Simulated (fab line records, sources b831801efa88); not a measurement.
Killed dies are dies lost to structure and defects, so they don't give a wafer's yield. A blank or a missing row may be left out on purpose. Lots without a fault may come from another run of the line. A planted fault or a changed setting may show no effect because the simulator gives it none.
A struck lot beside a sound one | flow sfq_line | 42 steps out of a route of 325
Sound: wafers L775.2, L775.3, L775.6. Struck: wafer L763.2. (L763.4 of the same lot was not struck and is left out.) The cause comes at the end.
At each step with rows: each side's tool, then ch and its chambers, then its first start. Under that, the readings that differ: sound wafers | struck wafers | difference of the means | sigmas: that difference in standard deviations of wafers without a fault.
alike: readings whose means differ by less than 2 such deviations, and words and numbers that are the same on both sides. not compared: withheld readings, readings that some wafer has no value for, bounds like >300 that may hide the same value, and numbers for which the record gives no deviation and whose values overlap.
The two part at a step that has a row with sigmas, a row that says differs or no value, or rows on one side only. Numbers that don't overlap but have no deviation are shown without sigmas and don't part them. A reading that every wafer of one side lacks parts them only if that side has two wafers or more.

first, 6 steps without rows for these wafers: SFQ_TRILAYER_M6_LITHO_COAT_164 (resist thk 62 nm); SFQ_TRILAYER_M6_LITHO_COAT_159 (resist thk 600 nm); SFQ_TRILAYER_M6_LITHO_SOFTBAKE_163; SFQ_TRILAYER_M6_LITHO_EXPOSE_160 (exposes mask M6, target cd 500 nm); SFQ_TRILAYER_M6_LITHO_PEB_162 (peb time 60 s); SFQ_TRILAYER_M6_LITHO_DEVELOP_161 (time 60 s).
SFQ_M6_OVL_MEAS_940:
  sound on overlay-01, day 65 15:11; struck on overlay-02, day 61 08:22
  alike: M6_OVL
then, 1 step without rows for these wafers: SFQ_TRILAYER_M6_BARC_OPEN_METAL_ETCH_206 (etches BARC in O2, target depth 125 nm, time 41.7 s).
SFQ_TRILAYER_M6_ETCH_METAL_ETCH_162: etches Nb in Cl2/Ar, stops on SiO2, target depth 240 nm, time 120 s.
  sound on rie_metal-03 ch 0,1, day 65 15:17; struck on rie_metal-03 ch 1, day 61 08:34
  reading               | sound             | struck | difference | sigmas
  bias_w (W)            | 80.26 79.99 80.07 | 80.59  | +0.48      | +2
  oes_product_au (a.u.) | 0.890 0.898 0.891 | 0.875  | -0.018     | -3
  alike: drypump_motor_current_A
  not compared: rf_hours_counter_h
then, 2 steps without rows for these wafers: SFQ_TRILAYER_M6_STRIP_STRIP_163 (strips in O2); SFQ_TRILAYER_M6_STRIP_SOLV_CLEAN_164 (cleans in NMP, time 600 s).
SFQ_TRILAYER_I6_DEP_PECVD_165: deposits SiO2 from SiH4/N2O, time 111.11 s, target thk 500 nm.
  sound on pecvd-03 ch 0,1,2, day 65 16:11; struck on pecvd-01 ch 2, day 61 10:08
  alike: heater_power_w, showerhead_vpp_V, throttle_valve_pct
SFQ_TRILAYER_I6_CMP_CMP_166: polishes SiO2.
  sound on cmp-01 ch 0,1,2, day 65 16:46; struck on cmp-02 ch 3, day 61 19:20
  reading                                             | sound             | struck | difference | sigmas
  motor_current_A (A)                                 | 9.3 9.8 9.6       | 11.2   | +1.6       | +2
  time_to_endpoint_s (s)                              | 206 219 201       | 167    | -42        | -4
  model.SiO2_of_TRILAYER_I6_DEP_PECVD_165.thk_nm (nm) | 201.5 201.9 198.5 | 248.4  | +47.8      |
SFQ_I6_BOW_MEAS_941:
  sound on film_metro-01, day 65 19:17; struck on film_metro-03, day 61 20:51
  alike: I6_BOW
SFQ_TRILAYER_I6_METRO_MEASURE_167:
  sound on film_metro-01, day 65 19:35; struck on film_metro-03, day 61 21:09
  reading     | sound             | struck | difference | sigmas
  thk_nm (nm) | 201.4 201.8 198.5 | 248.4  | +47.8      | +34
then, 6 steps without rows for these wafers: SFQ_TRILAYER_I6_VIA_LITHO_COAT_174 (resist thk 62 nm); SFQ_TRILAYER_I6_VIA_LITHO_COAT_169 (resist thk 650 nm); SFQ_TRILAYER_I6_VIA_LITHO_SOFTBAKE_173; SFQ_TRILAYER_I6_VIA_LITHO_EXPOSE_170 (exposes mask I6, target cd 700 nm); SFQ_TRILAYER_I6_VIA_LITHO_PEB_172 (peb time 60 s); SFQ_TRILAYER_I6_VIA_LITHO_DEVELOP_171 (time 60 s).
-- the record jumps here: 4 days lie between the struck wafers' starts before and after --
SFQ_I6_OVL_MEAS_942:
  sound on overlay-02, day 69 16:28; struck on overlay-02, day 66 04:20
  alike: I6_OVL
SFQ_TRILAYER_I6_VIA_BARC_OPEN_VIA_ETCH_235: etches BARC in O2, target depth 125 nm, time 41.7 s.
  sound on rie_diel-03 ch 1,3, day 69 16:29; struck on rie_diel-02 ch 2, day 66 04:22
  alike: bias_w, drypump_motor_current_A, oes_product_au
  not compared: rf_hours_counter_h
SFQ_TRILAYER_I6_VIA_ETCH_VIA_ETCH_172: etches SiO2 in CHF3, stops on Nb, target depth 260 nm.
  sound on rie_diel-03 ch 1,3, day 69 16:32; struck on rie_diel-02 ch 2, day 66 04:24
  reading                        | sound             | struck | difference | sigmas
  oes_product_au (a.u.)          | 0.854 0.848 0.840 | 0.969  | +0.122     | +20
  model.etch.depth_nm (nm)       | 201.5 201.9 198.5 | 248.4  | +47.8      |
  model.I6.feature_depth_nm (nm) | 201.5 201.9 198.5 | 248.4  | +47.8      |
  alike: bias_w, drypump_motor_current_A
SFQ_TRILAYER_I6_VIA_STRIP_STRIP_173: strips in O2.
  sound on rie_metal-01 ch 0,1, day 69 16:38; struck on rie_metal-02 ch 1, day 66 04:31
  alike: drypump_motor_current_A, oes_product_au
  not compared: rf_hours_counter_h
then, 1 step without rows for these wafers: SFQ_TRILAYER_I6_VIA_STRIP_SOLV_CLEAN_174 (cleans in NMP, time 600 s).
SFQ_TRILAYER_M7_DEP_PRE_CLEAN_176: time 22.5 s.
  sound on pvd_sputter-05, day 69 17:26; struck on pvd_sputter-03, day 66 05:17
  reading                                             | sound         | struck | difference | sigmas
  model.SiO2_of_TRILAYER_I6_DEP_PECVD_165.thk_nm (nm) | 194 194.4 191 | 240.9  | +47.8      |
then, 1 step without rows for these wafers: SFQ_TRILAYER_M7_DEP_SPUTTER_175 (material Nb, target thk 200 nm, time 133.3 s).
SFQ_M7_RS_MEAS_943: measures by four-point-probe.
  sound on film_metro-02, day 69 17:34; struck on film_metro-03, day 66 05:26
  alike: M7_NB_RS
then, 6 steps without rows for these wafers: SFQ_TRILAYER_M7_LITHO_COAT_182 (resist thk 62 nm); SFQ_TRILAYER_M7_LITHO_COAT_177 (resist thk 600 nm); SFQ_TRILAYER_M7_LITHO_SOFTBAKE_181; SFQ_TRILAYER_M7_LITHO_EXPOSE_178 (exposes mask M7, target cd 500 nm); SFQ_TRILAYER_M7_LITHO_PEB_180 (peb time 60 s); SFQ_TRILAYER_M7_LITHO_DEVELOP_179 (time 60 s).
SFQ_M7_OVL_MEAS_945:
  sound on overlay-02, day 70 13:29; struck on overlay-02, day 67 14:24
  alike: M7_OVL
then, 2 steps without rows for these wafers: SFQ_TRILAYER_M7_BARC_OPEN_METAL_ETCH_229 (etches BARC in O2, target depth 125 nm, time 41.7 s); SFQ_TRILAYER_M7_ETCH_METAL_ETCH_180 (etches Nb in Cl2/Ar, stops on SiO2, target depth 240 nm, time 120 s).
SFQ_TRILAYER_M7_STRIP_STRIP_181: strips in O2.
  sound on rie_metal-01 ch 0,1, day 70 13:43; struck on rie_metal-02 ch 0, day 67 14:37
  reading                     | sound       | struck | difference | sigmas
  drypump_motor_current_A (A) | 5.0 5.0 5.8 | 6.3    | +1.0       | +2
  alike: oes_product_au
  not compared: rf_hours_counter_h
then, 2 steps without rows for these wafers: SFQ_TRILAYER_M7_STRIP_SOLV_CLEAN_182 (cleans in NMP, time 600 s); SFQ_TRILAYER_I7_DEP_PECVD_183 (deposits SiO2 from SiH4/N2O, time 111.11 s, target thk 500 nm).
-- the record jumps here: 5 days lie between the struck wafers' starts before and after --
SFQ_M8_BOW_MEAS_951:
  sound on film_metro-04, day 77 11:43; struck on film_metro-01, day 72 05:47
  reading                 | sound            | struck | difference | sigmas
  model.etest.i6.link_ohm | 1.877 1.87 1.865 | 1.952  | +0.081     |
  alike: M8_BOW

WHERE THEY PART
First at SFQ_TRILAYER_M6_ETCH_METAL_ETCH_162; last, within this record, at SFQ_TRILAYER_M7_STRIP_STRIP_181. Later steps at which nothing parts them and some readings are alike: SFQ_M8_BOW_MEAS_951.

WHY: what the simulator had put in
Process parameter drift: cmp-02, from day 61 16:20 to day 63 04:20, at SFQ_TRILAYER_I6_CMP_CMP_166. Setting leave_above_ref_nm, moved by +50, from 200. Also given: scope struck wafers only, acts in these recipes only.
